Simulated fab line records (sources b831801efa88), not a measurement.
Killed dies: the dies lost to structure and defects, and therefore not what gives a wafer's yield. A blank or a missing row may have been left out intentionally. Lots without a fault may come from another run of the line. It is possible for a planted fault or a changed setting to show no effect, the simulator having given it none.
fab line records	flow gf180mcu	part 1 of 2: steps 1 to 27 of 37
record: lots: 5	wafers: 15	lastDay: 34
route steps=602 shown M4@465 V4@476
lots that met no fault: from a run of the same line without faults
startH: hours from the record's first day to the start of the lot's first wafer shown	waitH: hours elapsed since this lot's preceding step	" the same as in the row above	L1.1+2: several wafers, shown together as one row	- no value, or no start was given	* or withheld: withheld	< > ~ a bound
route shown NAME@n: a module of which the file shows steps, and the number in the route of the first	usual: the fault-free wafers' mean and standard deviation	same: alike in all rows	chamber/n: place in a boat	sites: the reading at each site	_std_site: the values' standard deviation	_edge_site: inner sites' mean taken away from outer sites' mean	radiusMm: how far each site lies from the wafer's centre	mask NAME#n: copy n	behind: tool/chamber where the wafer was last shaped	hold: cause of the lot's hold/its duration in hours/its outcome	device: whichever transistor did not switch (one of n, p or np)	end of line: the same wafers' tests at the end of the route	where a step has no rows: the recipe by itself	killed: count of dies lost to structure and defects at first sort (not the wafer's yield)	map: a wafer's dies, x killed, . not, _ none there
set.NAME: the setting the step ran with; set.NAME@STEP: the setting that earlier step ran with	model.NAME: the simulator's own value behind a step, which no gauge read
lots at some steps of the route; a table a step, a row a wafer
services: a tool's chamber out of use, with start hour (startH, from the record's first day; less than 0 if before it), hours out, and reason
== steps ==
step: GF_M4_COAT_09
recipe: resist: KrF	spinRpm: withheld	resistThkNm: 1000
usual: exhaustPa: 44.9/0.95
lot.wafer	tool	chamber	startH	waitH	exhaustPa
L082.1	lithoTrack-01	0	593.63	0.1	45.3
L082.4	"	0	"	"	45.3
L082.6	"	0	"	"	45.7
L088.1	lithoTrack-04	0	641.96	0.1	43.5
L088.2	"	0	"	"	43.6
L088.5	"	0	"	"	44.8
L092.1	lithoTrack-02	0	675.97	0.1	43.0
L092.2	"	0	"	"	44.7
L092.5	"	0	"	"	44.4
L093.2	lithoTrack-02	0	685.84	0.1	45.7
L093.4	"	0	"	"	44.9
L093.6	"	0	"	"	44.9
L096.2	lithoTrack-01	0	699.55	0.1	45.6
L096.3	"	0	"	"	45.3
L096.6	"	0	"	"	43.7
step: GF_M4_SOFTBAKE_10
recipe: tempC: 130	timeS: 60	resist: KrF
usual: exhaustPa: 44.9/0.8
same: timeS: 60
lot.wafer	tool	chamber	startH	waitH	exhaustPa
L082.1	lithoTrack-01	0	593.78	0.1	44.4
L082.4	"	0	"	"	44.1
L082.6	"	0	"	"	44.8
L088.1	lithoTrack-04	0	642.11	0.1	45.2
L088.2	"	0	"	"	44.5
L088.5	"	0	"	"	43.8
L092.1	lithoTrack-02	0	676.12	0.1	44.4
L092.2	"	0	"	"	44.9
L092.5	"	0	"	"	46.0
L093.2	lithoTrack-02	0	685.99	0.1	45.0
L093.4	"	0	"	"	45.7
L093.6	"	0	"	"	45.9
L096.2	lithoTrack-01	0	699.70	0.1	45.6
L096.3	"	0	"	"	45.7
L096.6	"	0	"	"	44.0
step: GF_M4_EXPOSE_11
recipe: maskId: Metal4	targetCdNm: 280	na: 0.68	sourceShape: conventional	sigmaOuter: 0.6	doseMj: 28
lot.wafer	tool	chamber	startH	waitH	mask
L082.1+4+6	krfScanner-01	0	-	-	Metal4#0
L088.1+2+5	krfScanner-01	0	-	-	Metal4#0
L092.1+2+5	krfScanner-01	0	-	-	Metal4#0
L093.2+4+6	krfScanner-01	0	-	-	Metal4#0
L096.2+3+6	krfScanner-02	0	-	-	Metal4#0
step: GF_M4_PEB_12
recipe: pebTempC: 135	pebTimeS: 90	resist: KrF
usual: exhaustPa: 45.1/1
lot.wafer	tool	chamber	startH	waitH	exhaustPa
L082.1	lithoTrack-04	0	-	-	45.5
L082.4	"	0	"	"	44.1
L082.6	"	0	"	"	46.4
L088.1	lithoTrack-02	0	-	-	45.0
L088.2	"	0	"	"	45.0
L088.5	"	0	"	"	45.4
L092.1	lithoTrack-04	0	-	-	44.0
L092.2	"	0	"	"	44.4
L092.5	"	0	"	"	43.5
L093.2	lithoTrack-02	0	-	-	46.0
L093.4	"	0	"	"	46.0
L093.6	"	0	"	"	46.1
L096.2	lithoTrack-01	0	-	-	44.7
L096.3	"	0	"	"	45.3
L096.6	"	0	"	"	46.5
step: GF_M4_DEVELOP_13
recipe: developTimeS: 60	devTempC: 21
usual: exhaustPa: 45.2/0.88
same: developTimeS: 60
lot.wafer	tool	chamber	startH	waitH	exhaustPa
L082.1	lithoTrack-04	0	604.56	0.2	45.7
L082.4	"	0	"	"	44.8
L082.6	"	0	"	"	45.5
L088.1	lithoTrack-02	0	652.12	0.2	46.3
L088.2	"	0	"	"	46.9
L088.5	"	0	"	"	45.6
L092.1	lithoTrack-04	0	685.41	0.2	44.2
L092.2	"	0	"	"	44.5
L092.5	"	0	"	"	43.9
L093.2	lithoTrack-02	0	694.79	0.2	46.2
L093.4	"	0	"	"	46.3
L093.6	"	0	"	"	45.3
L096.2	lithoTrack-01	0	708.35	0.2	44.2
L096.3	"	0	"	"	44.6
L096.6	"	0	"	"	45.7
step: GF_M4_CD_MEAS_14
recipe: targetCdNm: 280
usual: cdNm: 279.9/1.4
lot.wafer	tool	chamber	startH	waitH	cdNm
L082.1	cdSem-01	-	604.71	0.1	280.6
L082.4	"	-	"	"	280.9
L082.6	"	-	"	"	281.3
L088.1	cdSem-02	-	652.27	0.1	279.2
L088.2	"	-	"	"	280.3
L088.5	"	-	"	"	279.8
L092.1	cdSem-02	-	685.56	0.1	278.3
L092.2	"	-	"	"	279.6
L092.5	"	-	"	"	278.6
L093.2	cdSem-01	-	695.03	0.2	278.1
L093.4	"	-	"	"	277.7
L093.6	"	-	"	"	278.4
L096.2	cdSem-02	-	708.56	0.2	280.9
L096.3	"	-	"	"	280.6
L096.6	"	-	"	"	280.6
step: GF_M4_OVL_MEAS_15
usual: M4_OVL: -2/6
lot.wafer	tool	chamber	startH	waitH	M4_OVL[nm]
L082.1	overlay-01	-	604.83	0.1	2
L082.4	"	-	"	"	-7
L082.6	"	-	"	"	-4
L088.1	overlay-02	-	652.39	0.1	-1
L088.2	"	-	"	"	-10
L088.5	"	-	"	"	-9
L092.1	overlay-01	-	685.68	0.1	-2
L092.2	"	-	"	"	-1
L092.5	"	-	"	"	-7
L093.2	overlay-01	-	695.13	0.1	-9
L093.4	"	-	"	"	-8
L093.6	"	-	"	"	-2
L096.2	overlay-02	-	708.66	0.1	-8
L096.3	"	-	"	"	-8
L096.6	"	-	"	"	-3
step: GF_M4_METAL_ETCH_16
recipe: chemistry: Cl2/BCl3	maskMaterial: KrF	targetDepthNm: 750.8	stopOn: SiO2	pressureMtorr: 8	icpW: 800	biasW: 140	Cl2_flow_sccm: 80	bcl3FlowSccm: 40	timeS: 125.1
usual: bcl3FlowSccm: 39.99/0.12	drypumpMotorCurrentA: 5.9/0.45	oesProductAu: 0.990/0.0054	throttleValvePct: 28.230/0.0094
same: timeS: 125.1
lot.wafer	tool	chamber	startH	waitH	bcl3FlowSccm	drypumpMotorCurrentA	oesProductAu	rfHoursCounterH	throttleValvePct
L082.1	rieMetal-03	0	604.87	0.0	40.06	6.3	0.982	11	28.220
L082.4	"	0	"	"	40.07	6.3	1.000	-	28.238
L082.6	"	0	"	"	40.13	6.3	0.987	-	28.223
L088.1	rieMetal-04	1	652.42	0.0	40.07	6.0	0.994	9	28.232
L088.2	"	0	"	"	39.99	5.1	0.996	11	28.234
L088.5	"	1	"	"	40.10	6.0	0.983	-	28.218
L092.1	rieMetal-04	0	685.72	0.0	40.01	5.1	0.995	12	28.231
L092.2	"	1	"	"	39.75	5.9	0.983	10	28.233
L092.5	"	1	"	"	40.19	5.9	0.990	-	28.223
L093.2	rieMetal-03	0	695.16	0.0	40.16	6.3	0.992	16	28.231
L093.4	"	0	"	"	40.01	6.3	0.998	-	28.228
L093.6	"	0	"	"	40.24	6.3	0.984	-	28.240
L096.2	rieMetal-04	1	708.69	0.0	39.98	6.0	0.988	11	28.215
L096.3	"	1	"	"	40.11	6.0	0.987	-	28.240
L096.6	"	1	"	"	40.19	6.0	0.989	-	28.245
step: GF_M4_STRIP_17
recipe: chemistry: O2/N2	powerW: 1400	pressureMtorr: 1500	platenTempC: 250	o2FlowSccm: 3000	n2FlowSccm: 300	overashFraction: 0.5
usual: drypumpMotorCurrentA: 5.6/0.53	heaterPowerW: 378/31	oesProductAu: 0.536/0.0049	stripTimeToEndpointS: 7.37/0.045
lot.wafer	tool	chamber	startH	waitH	drypumpMotorCurrentA	heaterPowerW	oesProductAu	rfHoursCounterH	stripTimeToEndpointS
L082.1	plasmaAsher-02	0	605.00	0.1	6.1	393	0.544	50	7.45
L082.4	"	1	"	"	5.1	341	0.529	-	7.36
L082.6	"	0	"	"	6.1	385	0.538	-	7.45
L088.1	plasmaAsher-02	0	652.55	0.1	6.1	394	0.530	55	7.37
L088.2	"	1	"	"	5.1	346	0.532	55	7.37
L088.5	"	1	"	"	5.1	342	0.535	-	7.33
L092.1	plasmaAsher-04	0	685.84	0.1	4.9	378	0.531	104	7.31
L092.2	"	1	"	"	6.2	424	0.528	104	7.36
L092.5	"	0	"	"	4.9	380	0.532	-	7.33
L093.2	plasmaAsher-02	1	695.29	0.1	5.2	347	0.539	59	7.40
L093.4	"	0	"	"	6.1	387	0.529	-	7.33
L093.6	"	1	"	"	5.1	342	0.540	-	7.33
L096.2	plasmaAsher-02	0	708.86	0.1	6.1	389	0.545	61	7.39
L096.3	"	1	"	"	5.1	338	0.546	-	7.41
L096.6	"	0	"	"	6.1	398	0.532	-	7.38
step: GF_M4_STRIP_18
recipe: chemistry: postEtchResidueRemover	timeS: 1200	tempC: 72.5
same: timeS: 1200
lot.wafer	tool	chamber	startH	waitH
L082.1+4+6	wetBench-03	2	605.10	0.1
L088.1+2+5	wetBench-04	3	652.65	0.1
L092.1+2+5	wetBench-01	1	685.94	0.1
L093.2+4+6	wetBench-01	0	695.39	0.1
L096.2+3+6	wetBench-03	2	708.96	0.1
step: GF_M4_CLEAN_19
recipe: chemistry: DIW	dry: n2Spin
lot.wafer	tool	chamber	startH	waitH
L082.1+4+6	wetBench-01	3	605.47	0.0
L088.1+2+5	wetBench-03	0	652.99	0.0
L092.1+2+5	wetBench-04	0	686.29	0.0
L093.2+4+6	wetBench-04	1	695.73	0.0
L096.2+3+6	wetBench-04	0	709.34	0.0
step: GF_V4_CVD_00
recipe: material: SiO2	targetThkNm: 600	sigmaOpenFrac: 0.3	tempC: 400	timeS: 100	sih4FlowSccm: 60	pressureMtorr: 6
same: timeS: 100
lot.wafer	tool	chamber	startH	waitH
L082.1+4+6	hdpcvd-01	2,2,0	605.57	0.0
L088.1+2+5	hdpcvd-02	0,1,2	653.08	0.0
L092.1+2+5	hdpcvd-02	2,0,1	686.38	0.0
L093.2+4+6	hdpcvd-02	0,2,0	695.83	0.0
L096.2+3+6	hdpcvd-02	0,1,2	709.43	0.0
step: GF_V4_THK_MEAS_01
recipe: reads: SiO2_of_V4_CVD_00
usual: V4_CVD_00_THK: 599/7
lot.wafer	tool	chamber	startH	waitH	V4_CVD_00_THK[nm]
L082.1	filmMetro-01	-	605.64	0.0	603
L082.4	"	-	"	"	597
L082.6	"	-	"	"	599
L088.1	filmMetro-02	-	653.16	0.0	615
L088.2	"	-	"	"	606
L088.5	"	-	"	"	588
L092.1	filmMetro-04	-	686.45	0.0	591
L092.2	"	-	"	"	609
L092.5	"	-	"	"	598
L093.2	filmMetro-04	-	695.91	0.0	603
L093.4	"	-	"	"	593
L093.6	"	-	"	"	610
L096.2	filmMetro-02	-	709.51	0.0	609
L096.3	"	-	"	"	604
L096.6	"	-	"	"	598
step: GF_V4_CVD_02
recipe: material: SiO2	targetThkNm: 850	precursor: TEOS	tempC: 400	timeS: 94.851	rfW: 600
usual: heaterPowerW: 620/58
same: timeS: 94.851
lot.wafer	tool	chamber	startH	waitH	heaterPowerW
L082.1	pecvd-03	1	605.70	0.1	525
L082.4	"	1	"	"	579
L082.6	"	0	"	"	679
L088.1	pecvd-03	0	653.22	0.1	678
L088.2	"	1	"	"	618
L088.5	"	1	"	"	625
L092.1	pecvd-04	0	686.51	0.1	670
L092.2	"	2	"	"	611
L092.5	"	1	"	"	560
L093.2	pecvd-04	1	695.96	0.0	665
L093.4	"	0	"	"	723
L093.6	"	1	"	"	703
L096.2	pecvd-02	0	709.56	0.0	589
L096.3	"	1	"	"	631
L096.6	"	2	"	"	595
step: GF_V4_THK_MEAS_03
recipe: reads: SiO2_of_V4_CVD_02
usual: V4_CVD_02_THK: 850/12
lot.wafer	tool	chamber	startH	waitH	V4_CVD_02_THK[nm]
L082.1	filmMetro-02	-	605.77	0.0	825
L082.4	"	-	"	"	829
L082.6	"	-	"	"	854
L088.1	filmMetro-04	-	653.29	0.0	847
L088.2	"	-	"	"	845
L088.5	"	-	"	"	860
L092.1	filmMetro-02	-	686.58	0.0	848
L092.2	"	-	"	"	840
L092.5	"	-	"	"	841
L093.2	filmMetro-04	-	696.04	0.0	833
L093.4	"	-	"	"	863
L093.6	"	-	"	"	861
L096.2	filmMetro-04	-	709.64	0.0	820
L096.3	"	-	"	"	854
L096.6	"	-	"	"	852
step: GF_V4_CMP_04
recipe: material: SiO2	downForcePsi: 4	platenRpm: 60	padVelocityMS: 0.94248
usual: motorCurrentA: 12.1/1.5	slurryFilterDpKPa: 13.50/0.13	timeToEndpointS: 81/5.4
lot.wafer	tool	chamber	startH	waitH	motorCurrentA	slurryFilterDpKPa	timeToEndpointS
L082.4	cmp-02	3	605.83	0.0	13.1	13.36	75
L082.1	"	1	"	"	10.3	13.48	73
L082.6	"	3	"	"	12.5	13.56	84
L088.2	cmp-02	0	653.35	0.0	13.5	13.33	76
L088.1	"	1	"	"	10.4	13.43	80
L088.5	"	1	"	"	10.2	13.80	88
L092.1	cmp-02	3	686.69	0.1	12.4	13.43	85
L092.2	"	0	"	"	13.6	13.32	77
L092.5	"	3	"	"	12.1	13.57	79
L093.4	cmp-02	3	696.19	0.1	12.8	13.64	88
L093.2	"	0	"	"	14.6	13.51	68
L093.6	"	2	"	"	11.1	13.61	87
L096.2	cmp-02	2	709.97	0.3	10.7	13.57	73
L096.3	"	1	"	"	10.4	13.59	84
L096.6	"	2	"	"	11.2	13.62	87
step: GF_V4_BOW_MEAS_05
recipe: mode: bow
usual: V4_BOW: 136/8.3
lot.wafer	tool	chamber	startH	waitH	V4_BOW[um]
L082.1	filmMetro-04	-	606.13	0.1	143
L082.4	"	-	"	"	151
L082.6	"	-	"	"	150
L088.1	filmMetro-01	-	653.65	0.2	142
L088.2	"	-	"	"	134
L088.5	"	-	"	"	142
L092.1	filmMetro-01	-	686.94	0.2	134
L092.2	"	-	"	"	129
L092.5	"	-	"	"	125
L093.2	filmMetro-01	-	696.41	0.1	131
L093.4	"	-	"	"	140
L093.6	"	-	"	"	139
L096.2	filmMetro-04	-	710.29	0.3	145
L096.3	"	-	"	"	138
L096.6	"	-	"	"	143
step: GF_V4_DEHYDRATE_06
recipe: tempC: 200	timeS: 60
usual: exhaustPa: 45.0/0.98
same: timeS: 60
lot.wafer	tool	chamber	startH	waitH	exhaustPa
L082.1	lithoTrack-03	0	616.04	9.9	43.5
L082.4	"	0	"	"	42.9
L082.6	"	0	"	"	43.9
L088.1	lithoTrack-03	0	662.44	8.8	45.1
L088.2	"	0	"	"	46.3
L088.5	"	0	"	"	46.2
L092.1	lithoTrack-03	0	695.79	8.8	44.7
L092.2	"	0	"	"	44.9
L092.5	"	0	"	"	44.3
L093.2	lithoTrack-03	0	705.02	8.6	44.8
L093.4	"	0	"	"	44.9
L093.6	"	0	"	"	44.6
L096.2	lithoTrack-02	0	719.04	8.7	45.2
L096.3	"	0	"	"	43.3
L096.6	"	0	"	"	45.1
step: GF_V4_HMDS_07
recipe: primeTimeS: 60	primeTempC: 120
usual: exhaustPa: 44.9/0.91
lot.wafer	tool	chamber	startH	waitH	exhaustPa
L082.1	lithoTrack-03	0	616.19	0.1	43.7
L082.4	"	0	"	"	44.5
L082.6	"	0	"	"	44.4
L088.1	lithoTrack-03	0	662.59	0.1	44.4
L088.2	"	0	"	"	45.5
L088.5	"	0	"	"	46.0
L092.1	lithoTrack-03	0	695.94	0.1	45.1
L092.2	"	0	"	"	43.8
L092.5	"	0	"	"	45.5
L093.2	lithoTrack-03	0	705.17	0.1	46.9
L093.4	"	0	"	"	45.6
L093.6	"	0	"	"	46.7
L096.2	lithoTrack-02	0	719.19	0.1	45.4
L096.3	"	0	"	"	44.6
L096.6	"	0	"	"	43.5
step: GF_V4_COAT_08
recipe: resist: BARC	tempC: withheld	timeS: withheld	spinRpm: withheld	resistThkNm: withheld
usual: exhaustPa: 44.9/0.89
lot.wafer	tool	chamber	startH	waitH	exhaustPa
L082.1	lithoTrack-03	0	616.34	0.1	44.4
L082.4	"	0	"	"	46.0
L082.6	"	0	"	"	44.2
L088.1	lithoTrack-03	0	662.74	0.1	45.0
L088.2	"	0	"	"	46.7
L088.5	"	0	"	"	46.3
L092.1	lithoTrack-03	0	696.09	0.1	43.4
L092.2	"	0	"	"	43.5
L092.5	"	0	"	"	45.2
L093.2	lithoTrack-03	0	705.32	0.1	47.1
L093.4	"	0	"	"	44.2
L093.6	"	0	"	"	45.5
L096.2	lithoTrack-02	0	719.34	0.1	45.5
L096.3	"	0	"	"	45.2
L096.6	"	0	"	"	46.0
step: GF_V4_COAT_09
recipe: resist: KrF	spinRpm: withheld	resistThkNm: 1000
usual: exhaustPa: 45.2/0.77
lot.wafer	tool	chamber	startH	waitH	exhaustPa
L082.1	lithoTrack-03	0	-	-	45.9
L082.4	"	0	"	"	44.8
L082.6	"	0	"	"	46.2
L088.1	lithoTrack-03	0	-	-	44.5
L088.2	"	0	"	"	45.2
L088.5	"	0	"	"	44.3
L092.1	lithoTrack-03	0	-	-	45.5
L092.2	"	0	"	"	45.0
L092.5	"	0	"	"	45.6
L093.2	lithoTrack-03	0	-	-	45.4
L093.4	"	0	"	"	44.6
L093.6	"	0	"	"	46.1
L096.2	lithoTrack-02	0	-	-	47.3
L096.3	"	0	"	"	47.3
L096.6	"	0	"	"	45.7
step: GF_V4_SOFTBAKE_10
recipe: tempC: 130	timeS: 60	resist: KrF
usual: exhaustPa: 45.0/0.89
same: timeS: 60
lot.wafer	tool	chamber	startH	waitH	exhaustPa
L082.1	lithoTrack-03	0	-	-	45.8
L082.4	"	0	"	"	45.4
L082.6	"	0	"	"	45.2
L088.1	lithoTrack-03	0	-	-	42.9
L088.2	"	0	"	"	45.8
L088.5	"	0	"	"	42.7
L092.1	lithoTrack-03	0	-	-	45.1
L092.2	"	0	"	"	45.8
L092.5	"	0	"	"	44.2
L093.2	lithoTrack-03	0	-	-	44.2
L093.4	"	0	"	"	43.7
L093.6	"	0	"	"	44.1
L096.2	lithoTrack-02	0	-	-	44.4
L096.3	"	0	"	"	46.3
L096.6	"	0	"	"	44.5
step: GF_V4_EXPOSE_11
recipe: maskId: Via4	targetCdNm: 260	na: 0.68	sourceShape: conventional	sigmaOuter: 0.6	doseMj: 38
lot.wafer	tool	chamber	startH	waitH	mask
L082.1+4+6	krfScanner-02	0	-	-	Via4#0
L088.1+2+5	krfScanner-02	0	-	-	Via4#0
L092.1+2+5	krfScanner-01	0	-	-	Via4#0
L093.2+4+6	krfScanner-01	0	-	-	Via4#0
L096.2+3+6	krfScanner-01	0	-	-	Via4#0
step: GF_V4_PEB_12
recipe: pebTempC: 135	pebTimeS: 90	resist: KrF
usual: exhaustPa: 44.9/1
lot.wafer	tool	chamber	startH	waitH	exhaustPa
L082.1	lithoTrack-01	0	-	-	44.2
L082.4	"	0	"	"	45.4
L082.6	"	0	"	"	45.4
L088.1	lithoTrack-02	0	-	-	45.6
L088.2	"	0	"	"	44.1
L088.5	"	0	"	"	43.6
L092.1	lithoTrack-02	0	-	-	44.9
L092.2	"	0	"	"	44.9
L092.5	"	0	"	"	45.9
L093.2	lithoTrack-03	0	-	-	46.8
L093.4	"	0	"	"	46.0
L093.6	"	0	"	"	45.6
L096.2	lithoTrack-02	0	-	-	45.3
L096.3	"	0	"	"	45.0
L096.6	"	0	"	"	45.8
step: GF_V4_DEVELOP_13
recipe: developTimeS: 60	resist: KrF	devTempC: 21
usual: exhaustPa: 45.1/0.75
same: developTimeS: 60
lot.wafer	tool	chamber	startH	waitH	exhaustPa
L082.1	lithoTrack-01	0	626.93	0.2	44.9
L082.4	"	0	"	"	45.4
L082.6	"	0	"	"	45.6
L088.1	lithoTrack-02	0	672.47	0.2	45.2
L088.2	"	0	"	"	45.6
L088.5	"	0	"	"	44.7
L092.1	lithoTrack-02	0	705.27	0.2	44.9
L092.2	"	0	"	"	43.9
L092.5	"	0	"	"	44.4
L093.2	lithoTrack-03	0	715.07	0.2	45.9
L093.4	"	0	"	"	45.0
L093.6	"	0	"	"	44.2
L096.2	lithoTrack-02	0	728.34	0.2	45.3
L096.3	"	0	"	"	45.4
L096.6	"	0	"	"	45.7
step: GF_V4_CD_MEAS_14
recipe: targetCdNm: 260
usual: cdNm: 259.9/1.3
lot.wafer	tool	chamber	startH	waitH	cdNm
L082.1	cdSem-02	-	627.08	0.1	262.2
L082.4	"	-	"	"	263.4
L082.6	"	-	"	"	261.3
L088.1	cdSem-01	-	672.62	0.1	258.9
L088.2	"	-	"	"	258.7
L088.5	"	-	"	"	258.8
L092.1	cdSem-02	-	705.42	0.1	261.0
L092.2	"	-	"	"	260.6
L092.5	"	-	"	"	260.9
L093.2	cdSem-02	-	715.21	0.1	258.6
L093.4	"	-	"	"	259.2
L093.6	"	-	"	"	258.7
L096.2	cdSem-01	-	728.49	0.1	258.8
L096.3	"	-	"	"	259.3
L096.6	"	-	"	"	259.6
step: GF_V4_OVL_MEAS_15
usual: V4_OVL: 1/5.7
lot.wafer	tool	chamber	startH	waitH	V4_OVL[nm]
L082.1	overlay-02	-	627.20	0.1	-11
L082.4	"	-	"	"	-5
L082.6	"	-	"	"	-5
L088.1	overlay-01	-	672.74	0.1	-7
L088.2	"	-	"	"	-1
L088.5	"	-	"	"	2
L092.1	overlay-01	-	705.54	0.1	13
L092.2	"	-	"	"	8
L092.5	"	-	"	"	7
L093.2	overlay-02	-	715.32	0.1	6
L093.4	"	-	"	"	5
L093.6	"	-	"	"	9
L096.2	overlay-02	-	728.59	0.1	2
L096.3	"	-	"	"	6
L096.6	"	-	"	"	6
